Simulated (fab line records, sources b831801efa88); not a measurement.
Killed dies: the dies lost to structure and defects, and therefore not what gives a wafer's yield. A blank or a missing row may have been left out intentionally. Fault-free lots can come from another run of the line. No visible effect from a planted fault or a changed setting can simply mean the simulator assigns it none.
Matching of chambers	flow gf180mcu	pecvd-04 running GF_MIM_CVD_05: 3 sister chambers
The step deposits Si3N4, target thk 42 nm, time 29.086 s. 3 wafers are shown with their chamber, then 7 later ones without.

== WAFERS WITH THEIR CHAMBER ==
wafer	chamber	heater_power_outer_w (W)
L216.6	2	361
L218.1	0	301
L218.2	1	299

== WAFERS WITH NO CHAMBER GIVEN ==
wafer	heater_power_outer_w (W)
L218.3	380
L220.4	342
L220.5	287
L220.6	334
L235.1	288
L235.2	335
L235.4	363

== WHICH CHAMBER EACH WENT THROUGH ==
wafer	from the rows above	in truth
L218.3	2	2
L220.4	can't be placed: 2 or 0 or 1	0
L220.5	can't be placed: 1 or 0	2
L220.6	can't be placed: 2 or 0 or 1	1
L235.1	can't be placed: 1 or 0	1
L235.2	can't be placed: 2 or 0 or 1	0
L235.4	2	2
Correct placement for 2 of the 7. Not placeable from these rows: 5 (in 4, the candidates include the true chamber). Wrongly placed: 0.
How it was worked out, from the rows above alone: a wafer's distance from a chamber is the root of the sum, over the readings, of the square of ((its reading less the chamber's mean) divided by the reading's scatter). The wafer belongs to the nearest chamber; if the next one is less than 2 further off, it can't be placed. A chamber's mean is the mean of its shown wafers. The scatter: with one shown wafer a chamber, the root of the mean of the squares of how far each hidden wafer lies from its nearest shown one.
